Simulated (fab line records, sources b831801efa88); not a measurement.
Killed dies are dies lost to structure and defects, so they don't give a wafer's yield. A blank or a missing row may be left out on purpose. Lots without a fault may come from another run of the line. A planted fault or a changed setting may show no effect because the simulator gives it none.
Which tool did it? | flow sky130 | 24 lots, 72 wafers sampled, at 5 steps of a route of 708

WHAT THE GAUGES READ, wafer by wafer
SKY_METAL2_CD_MEAS_15: target cd 140 nm.
lot  | measured     | on        | cd_nm (nm)
L074 | day 34 19:17 | cd_sem-01 | 138.6 138.7 138.9
L075 | day 35 06:10 | cd_sem-01 | 141.3 139.6 141.0
L076 | day 35 12:13 | cd_sem-01 | 141.6 140.7 140.9
L077 | day 35 18:54 | cd_sem-01 | 142.0 140.7 142.1
L078 | day 36 01:46 | cd_sem-02 | 140.5 139.9 140.3
L079 | day 37 20:22 | cd_sem-01 | 139.5 140.2 140.7
L080 | day 37 21:25 | cd_sem-01 | 140.5 141.2 138.1
L081 | day 37 22:01 | cd_sem-01 | 141.2 140.5 141.3
L082 | day 38 00:19 | cd_sem-01 | 139.9 140.9 141.2
L084 | day 38 02:28 | cd_sem-01 | 141.8 142.6 141.1
L083 | day 38 08:10 | cd_sem-01 | 141.6 140.7 139.5
L086 | day 38 20:15 | cd_sem-01 | 142.1 139.4 139.5
L085 | day 39 03:01 | cd_sem-01 | 141.0 141.6 140.8
L087 | day 39 03:50 | cd_sem-01 | 139.6 140.6 140.5
L088 | day 39 20:46 | cd_sem-01 | 142.3 141.6 142.3
L089 | day 40 16:56 | cd_sem-02 | 138.2 139.8 139.0
L092 | day 41 04:35 | cd_sem-01 | 138.2 138.7 138.3
L091 | day 41 05:34 | cd_sem-02 | 140.6 141.4 140.3
L090 | day 41 05:51 | cd_sem-02 | 141.4 140.3 142.2
L093 | day 41 15:32 | cd_sem-01 | 136.5 137.2 138.1
L094 | day 41 20:18 | cd_sem-02 | 141.1 140.4 140.3
L095 | day 42 04:42 | cd_sem-02 | 139.3 139.2 139.7
L096 | day 42 05:01 | cd_sem-02 | 139.3 140.6 140.8
L097 | day 42 23:36 | cd_sem-02 | 139.3 138.8 139.2

WHICH TOOL RAN EACH LOT (tool, then ch and the chambers of the sampled wafers, then the start)
lot  | SKY_CONTACT_ETCH_18                           | SKY_METAL1_SPUTTER_02        | SKY_METAL1_SPUTTER_04        | SKY_METAL2_SPUTTER_04
L074 | rie_diel-01 ch 0,1,2, day 31 08:02 or earlier | pvd_sputter-01, day 31 08:02 | pvd_sputter-01, day 31 08:05 | pvd_sputter-02, day 33 16:12
L075 | rie_diel-04 ch 0,2,3, day 31 19:49 or earlier | pvd_sputter-01, day 31 19:49 | pvd_sputter-01, day 31 19:51 | pvd_sputter-01, day 34 04:04
L076 | rie_diel-01 ch 0,1, day 32 01:59 or earlier   | pvd_sputter-01, day 32 01:59 | pvd_sputter-01, day 32 02:02 | pvd_sputter-02, day 34 10:07
L077 | rie_diel-04 ch 2,3, day 32 07:14 or earlier   | pvd_sputter-01, day 32 07:14 | pvd_sputter-01, day 32 07:17 | pvd_sputter-02, day 34 16:35
L078 | rie_diel-04 ch 1,2,3, day 32 14:14 or earlier | pvd_sputter-01, day 32 14:14 | pvd_sputter-01, day 32 14:17 | pvd_sputter-01, day 34 22:56
L079 | rie_diel-04 ch 0,1,3, day 34 10:17 or earlier | pvd_sputter-01, day 34 10:17 | pvd_sputter-01, day 34 10:20 | pvd_sputter-01, day 36 18:43
L080 | rie_diel-02 ch 0,1,2, day 34 12:13 or earlier | pvd_sputter-01, day 34 12:13 | pvd_sputter-01, day 34 12:15 | pvd_sputter-02, day 36 19:23
L081 | rie_diel-04 ch 1,2,3, day 34 13:05 or earlier | pvd_sputter-04, day 34 13:05 | pvd_sputter-04, day 34 13:08 | pvd_sputter-01, day 36 20:29
L082 | rie_diel-01 ch 1,2,3, day 34 15:37 or earlier | pvd_sputter-03, day 34 15:37 | pvd_sputter-03, day 34 15:40 | pvd_sputter-04, day 36 22:52
L084 | rie_diel-01 ch 2,3, day 34 19:05 or earlier   | pvd_sputter-03, day 34 19:05 | pvd_sputter-03, day 34 19:08 | pvd_sputter-04, day 37 01:02
L083 | rie_diel-04 ch 0,2, day 34 22:38 or earlier   | pvd_sputter-04, day 34 22:38 | pvd_sputter-04, day 34 22:41 | pvd_sputter-02, day 37 06:14
L086 | rie_diel-01 ch 2,3, day 35 11:08 or earlier   | pvd_sputter-01, day 35 11:08 | pvd_sputter-01, day 35 11:11 | pvd_sputter-04, day 37 18:11
L085 | rie_diel-02 ch 0,2,3, day 35 18:28 or earlier | pvd_sputter-04, day 35 18:28 | pvd_sputter-04, day 35 18:31 | pvd_sputter-02, day 38 00:50
L087 | rie_diel-01 ch 1,2, day 35 20:18 or earlier   | pvd_sputter-04, day 35 20:18 | pvd_sputter-04, day 35 20:20 | pvd_sputter-04, day 38 02:52
L088 | rie_diel-01 ch 1,3, day 36 13:04 or earlier   | pvd_sputter-04, day 36 13:04 | pvd_sputter-04, day 36 13:07 | pvd_sputter-04, day 38 19:19
L089 | rie_diel-01 ch 0,1,3, day 37 11:29 or earlier | pvd_sputter-03, day 37 11:29 | pvd_sputter-03, day 37 11:32 | pvd_sputter-02, day 39 17:10
L092 | rie_diel-04 ch 0,1,2, day 37 23:23 or earlier | pvd_sputter-01, day 37 23:23 | pvd_sputter-01, day 37 23:26 | pvd_sputter-02, day 40 04:39
L091 | rie_diel-02 ch 1,2,3, day 38 00:30 or earlier | pvd_sputter-04, day 38 00:30 | pvd_sputter-04, day 38 00:32 | pvd_sputter-02, day 40 05:19
L090 | rie_diel-04 ch 2,3, day 38 00:43 or earlier   | pvd_sputter-01, day 38 00:43 | pvd_sputter-01, day 38 00:46 | pvd_sputter-01, day 40 05:40
L093 | rie_diel-04 ch 1,2,3, day 38 11:38 or earlier | pvd_sputter-03, day 38 11:38 | pvd_sputter-03, day 38 11:41 | pvd_sputter-04, day 40 16:55
L094 | rie_diel-01 ch 0,1, day 38 16:35 or earlier   | pvd_sputter-03, day 38 16:35 | pvd_sputter-03, day 38 16:38 | pvd_sputter-02, day 40 20:15
L095 | rie_diel-01 ch 0,1,2, day 39 00:47 or earlier | pvd_sputter-01, day 39 00:47 | pvd_sputter-01, day 39 00:50 | pvd_sputter-04, day 41 05:06
L096 | rie_diel-02 ch 0,1,3, day 39 01:12 or earlier | pvd_sputter-04, day 39 01:12 | pvd_sputter-04, day 39 01:14 | pvd_sputter-02, day 41 05:35
L097 | rie_diel-01 ch 0,2,3, day 39 20:58 or earlier | pvd_sputter-04, day 39 20:58 | pvd_sputter-04, day 39 21:00 | pvd_sputter-04, day 42 00:46
- SKY_CONTACT_ETCH_18: etches Si3N4 in CHF3/O2, stops on TiN, time 39 s, target depth 75 nm.
- SKY_METAL1_SPUTTER_02: material AlCu, target thk 250 nm, time 13.3 s.
- SKY_METAL1_SPUTTER_04: material TiN, target thk 70 nm, time 58.3 s.
- SKY_METAL2_SPUTTER_04: material TiN, target thk 70 nm, time 58.3 s.

WHAT THE TOOLS THEMSELVES READ (means of the sampled wafers that have a number; where no wafer has one, the mark that the record gives instead)
SKY_CONTACT_ETCH_18.
lot  | tool        | drypump_motor_current_A (A) | oes_product_au (a.u.) | throttle_valve_pct (%)
L074 | rie_diel-01 | 5.6                         | 0.850                 | 8.789
L075 | rie_diel-04 | 5.2                         | 0.852                 | 8.799
L076 | rie_diel-01 | 5.4                         | 0.854                 | 8.795
L077 | rie_diel-04 | 5.6                         | 0.851                 | 8.793
L078 | rie_diel-04 | 5.5                         | 0.856                 | 8.795
L079 | rie_diel-04 | 5.4                         | 0.856                 | 8.801
L080 | rie_diel-02 | 5.4                         | 0.847                 | 8.792
L081 | rie_diel-04 | 5.4                         | 0.855                 | 8.791
L082 | rie_diel-01 | 5.5                         | 0.862                 | 8.796
L084 | rie_diel-01 | 5.3                         | 0.856                 | 8.794
L083 | rie_diel-04 | 4.9                         | 0.851                 | 8.791
L086 | rie_diel-01 | 5.3                         | 0.858                 | 8.794
L085 | rie_diel-02 | 5.4                         | 0.856                 | 8.800
L087 | rie_diel-01 | 5.8                         | 0.855                 | 8.797
L088 | rie_diel-01 | 5.2                         | 0.861                 | 8.796
L089 | rie_diel-01 | 5.3                         | 0.850                 | 8.796
L092 | rie_diel-04 | 5.1                         | 0.853                 | 8.795
L091 | rie_diel-02 | 5.5                         | 0.860                 | 8.794
L090 | rie_diel-04 | 5.6                         | 0.856                 | 8.791
L093 | rie_diel-04 | 5.4                         | 0.853                 | 8.789
L094 | rie_diel-01 | 5.4                         | 0.856                 | 8.795
L095 | rie_diel-01 | 5.6                         | 0.863                 | 8.794
L096 | rie_diel-02 | 5.5                         | 0.857                 | 8.795
L097 | rie_diel-01 | 5.4                         | 0.842                 | 8.794

SKY_METAL1_SPUTTER_02.
lot  | tool           | chamber_pressure_pa (Pa) | throttle_valve_pct (%)
L074 | pvd_sputter-01 | 0.4005                   | 29.8
L075 | pvd_sputter-01 | 0.3991                   | 29.6
L076 | pvd_sputter-01 | 0.3995                   | 30.0
L077 | pvd_sputter-01 | 0.3997                   | 29.5
L078 | pvd_sputter-01 | 0.3995                   | 30.0
L079 | pvd_sputter-01 | 0.3999                   | 30.0
L080 | pvd_sputter-01 | 0.4001                   | 29.7
L081 | pvd_sputter-04 | 0.4003                   | 30.4
L082 | pvd_sputter-03 | 0.3999                   | 29.2
L084 | pvd_sputter-03 | 0.3990                   | 28.6
L083 | pvd_sputter-04 | 0.4004                   | 30.1
L086 | pvd_sputter-01 | 0.4007                   | 29.7
L085 | pvd_sputter-04 | 0.4005                   | 29.2
L087 | pvd_sputter-04 | 0.4004                   | 28.0
L088 | pvd_sputter-04 | 0.4001                   | 30.2
L089 | pvd_sputter-03 | 0.3998                   | 28.9
L092 | pvd_sputter-01 | 0.4010                   | 29.8
L091 | pvd_sputter-04 | 0.4005                   | 29.2
L090 | pvd_sputter-01 | 0.3998                   | 29.6
L093 | pvd_sputter-03 | 0.3994                   | 29.2
L094 | pvd_sputter-03 | 0.4007                   | 29.7
L095 | pvd_sputter-01 | 0.3998                   | 29.9
L096 | pvd_sputter-04 | 0.3993                   | 29.0
L097 | pvd_sputter-04 | 0.3999                   | 30.3

SKY_METAL1_SPUTTER_04.
lot  | tool           | chamber_pressure_pa (Pa) | throttle_valve_pct (%)
L074 | pvd_sputter-01 | 0.4004                   | 30.0
L075 | pvd_sputter-01 | 0.3992                   | 29.5
L076 | pvd_sputter-01 | 0.4005                   | 30.0
L077 | pvd_sputter-01 | 0.3993                   | 29.6
L078 | pvd_sputter-01 | 0.3993                   | 30.0
L079 | pvd_sputter-01 | 0.4010                   | 29.9
L080 | pvd_sputter-01 | 0.3998                   | 29.9
L081 | pvd_sputter-04 | 0.4000                   | 30.2
L082 | pvd_sputter-03 | 0.4001                   | 29.2
L084 | pvd_sputter-03 | 0.4002                   | 28.6
L083 | pvd_sputter-04 | 0.4009                   | 30.3
L086 | pvd_sputter-01 | 0.3986                   | 29.5
L085 | pvd_sputter-04 | 0.3998                   | 29.0
L087 | pvd_sputter-04 | 0.4000                   | 28.3
L088 | pvd_sputter-04 | 0.4003                   | 30.4
L089 | pvd_sputter-03 | 0.4010                   | 29.0
L092 | pvd_sputter-01 | 0.3996                   | 29.8
L091 | pvd_sputter-04 | 0.4001                   | 29.5
L090 | pvd_sputter-01 | 0.3998                   | 29.6
L093 | pvd_sputter-03 | 0.3995                   | 29.0
L094 | pvd_sputter-03 | 0.4004                   | 29.7
L095 | pvd_sputter-01 | 0.3997                   | 29.9
L096 | pvd_sputter-04 | 0.4000                   | 29.2
L097 | pvd_sputter-04 | 0.4003                   | 30.3

SKY_METAL2_SPUTTER_04.
lot  | tool           | chamber_pressure_pa (Pa) | throttle_valve_pct (%)
L074 | pvd_sputter-02 | 0.3998                   | 29.3
L075 | pvd_sputter-01 | 0.3999                   | 29.9
L076 | pvd_sputter-02 | 0.3998                   | 29.6
L077 | pvd_sputter-02 | 0.3998                   | 29.6
L078 | pvd_sputter-01 | 0.3996                   | 29.9
L079 | pvd_sputter-01 | 0.3997                   | 29.9
L080 | pvd_sputter-02 | 0.4000                   | 29.5
L081 | pvd_sputter-01 | 0.3994                   | 29.8
L082 | pvd_sputter-04 | 0.3996                   | 30.3
L084 | pvd_sputter-04 | 0.3998                   | 29.4
L083 | pvd_sputter-02 | 0.4010                   | 29.3
L086 | pvd_sputter-04 | 0.4008                   | 30.3
L085 | pvd_sputter-02 | 0.4008                   | 29.6
L087 | pvd_sputter-04 | 0.3996                   | 30.4
L088 | pvd_sputter-04 | 0.4000                   | 30.1
L089 | pvd_sputter-02 | 0.3995                   | 29.8
L092 | pvd_sputter-02 | 0.3999                   | 29.5
L091 | pvd_sputter-02 | 0.3999                   | 29.2
L090 | pvd_sputter-01 | 0.3997                   | 30.2
L093 | pvd_sputter-04 | 0.4008                   | 29.0
L094 | pvd_sputter-02 | 0.4003                   | 29.3
L095 | pvd_sputter-04 | 0.4006                   | 29.3
L096 | pvd_sputter-02 | 0.3988                   | 29.5
L097 | pvd_sputter-04 | 0.3998                   | 30.3

THE ANSWER, worked out from the rows above alone
Rule: what is usual is taken from the lots themselves. Put in order of their means at a reading, lots are off if they are a third of the lots or fewer, leave a main group of 4 or more, and stand apart from it by a gap of 3 or more times the standard deviation of the main group's means; of several such gaps the widest counts. A main group whose means are all the same, to the digits that the tables above print for the reading, isn't used. A lot without any number at a reading at which 4 lots or more have one is off too. The other lots that the step has rows for count as sound. The gauges are gone through in route order, then the tools' own readings, and for those a lot's mean is taken as printed above. The first step at which some lot is off is used, and at that step the reading that is off furthest; a lot without a number counts as furthest.
No lot is off at any reading shown: from this, nothing can be told.

WHAT THE SIMULATOR HAD PUT IN
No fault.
